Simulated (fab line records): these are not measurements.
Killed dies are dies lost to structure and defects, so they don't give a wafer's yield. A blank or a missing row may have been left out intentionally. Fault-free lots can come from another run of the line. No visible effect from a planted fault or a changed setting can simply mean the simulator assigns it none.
Comparing a struck lot with a sound one || flow sfq-line || 17 out of 325 route steps
Sound: wafers L229.1, L229.2, L229.5. The struck wafers were L247.1, L247.5, L247.6. The cause is given at the end.
Per side, at each step with rows, come the tool, then ch with its chambers, and then its first start. Under that, the readings that differ: sound wafers || struck wafers || difference of the means || sigmas: that difference in standard deviations of wafers without a fault.
alike: same words and numbers on both sides, and readings whose means sit less than 2 such deviations apart. not compared: any withheld reading, any reading some wafer has no value for, any bound like >300 that may hide the same value, and any number with overlapping values for which the record gives no deviation.
Wherever a step has rows on one side only, a row that says differs or no value, or a row with sigmas, the two part there. When numbers do not overlap yet have no deviation, they are printed without sigmas and do not part them. Lack of a reading on every wafer of one side parts them only where that side has two or more wafers.

first, 4 steps without rows for these wafers: SFQ_TRILAYER_I5_LITHO_SOFTBAKE_148; SFQ_TRILAYER_I5_LITHO_EXPOSE_145 (exposes mask I5, target cd 700 nm); SFQ_TRILAYER_I5_LITHO_PEB_147 (peb time 60 s); SFQ_TRILAYER_I5_LITHO_DEVELOP_146 (time 60 s).
SFQ_I5_OVL_MEAS_936:
  sound on overlay-01 at day 58 05:30; struck on overlay-02 at day 69 04:39
  alike: I5_OVL
SFQ_TRILAYER_I5_BARC_OPEN_VIA_ETCH_200: etches BARC in O2, target depth 125 nm, time 41.7 s.
  sound on rie-diel-04 ch 1,3, day 58 05:32; struck on rie-diel-03 ch 0,3, day 69 04:41
  alike: chamber-pressure-mTorr, drypump-motor-current-A, oes-product-au
  not compared: rf-hours-counter-h
SFQ_TRILAYER_I5_ETCH_VIA_ETCH_147: etches the open film in CHF3, stops on Nb, target depth 360 nm.
  sound on rie-diel-04 ch 1,3, day 58 05:34; struck on rie-diel-03 ch 0,3, day 69 04:44
{"reading": "oes-product-au (a.u.)", "sound": "0.978 0.985 0.980", "struck": "0.991 0.991 0.994", "difference": "+0.011", "sigmas": "+2"}
  alike: chamber-pressure-mTorr, drypump-motor-current-A
SFQ_TRILAYER_I5_STRIP_STRIP_148: strips in O2.
  sound on rie-metal-03 ch 0,1, day 58 05:43; struck on rie-metal-03 ch 0,1, day 69 04:53
  alike: chamber-pressure-mTorr, drypump-motor-current-A, oes-product-au
  not compared: rf-hours-counter-h
then, 4 steps without rows for these wafers: SFQ_TRILAYER_I5_STRIP_SOLV_CLEAN_149 (cleans in NMP, time 600 s); SFQ_TRILAYER_C5_LITHO_COAT_156 (resist thk 62 nm); SFQ_TRILAYER_C5_LITHO_COAT_151 (resist thk 656.7 nm); SFQ_TRILAYER_C5_LITHO_SOFTBAKE_155.
-- the record jumps here: 3 days lie between the struck wafers' starts before and after --
SFQ_TRILAYER_C5_LITHO_EXPOSE_152: exposes mask C5, target cd 500 nm.
  sound on krf-scanner-02 ch 0, day 62 17:07; struck on krf-scanner-01 ch 0, day 72 10:47
{"reading": "model.C5.overlay-x-nm (nm)", "sound": "-0.82 -0.82 -0.82", "struck": "84.74 84.74 84.74", "difference": "+85.56", "sigmas": ""}
  alike: mask
then, 2 steps without rows for these wafers: SFQ_TRILAYER_C5_LITHO_PEB_154 (peb time 60 s); SFQ_TRILAYER_C5_LITHO_DEVELOP_153 (time 60 s).
SFQ_C5_OVL_MEAS_937:
  sound on overlay-01 at day 62 18:37; struck on overlay-02 at day 72 12:17
{"reading": "C5_OVL (nm)", "sound": "-1 1 2", "struck": "88 84 79", "difference": "+83", "sigmas": "+15"}
SFQ_TRILAYER_C5_BARC_OPEN_VIA_ETCH_210: etches BARC in O2, target depth 125 nm, time 41.7 s.
  sound on rie-diel-03 ch 1,2,3, day 62 18:39; struck on rie-diel-02 ch 0,1,3, day 72 12:20
  alike: chamber-pressure-mTorr, drypump-motor-current-A, oes-product-au
  not compared: rf-hours-counter-h

## WHERE THEY PART
First at SFQ_TRILAYER_I5_ETCH_VIA_ETCH_147; last, within this record, at SFQ_C5_OVL_MEAS_937. Later steps at which nothing parts them and some readings are alike: SFQ_TRILAYER_C5_BARC_OPEN_VIA_ETCH_210.

WHY: what the simulator had put in
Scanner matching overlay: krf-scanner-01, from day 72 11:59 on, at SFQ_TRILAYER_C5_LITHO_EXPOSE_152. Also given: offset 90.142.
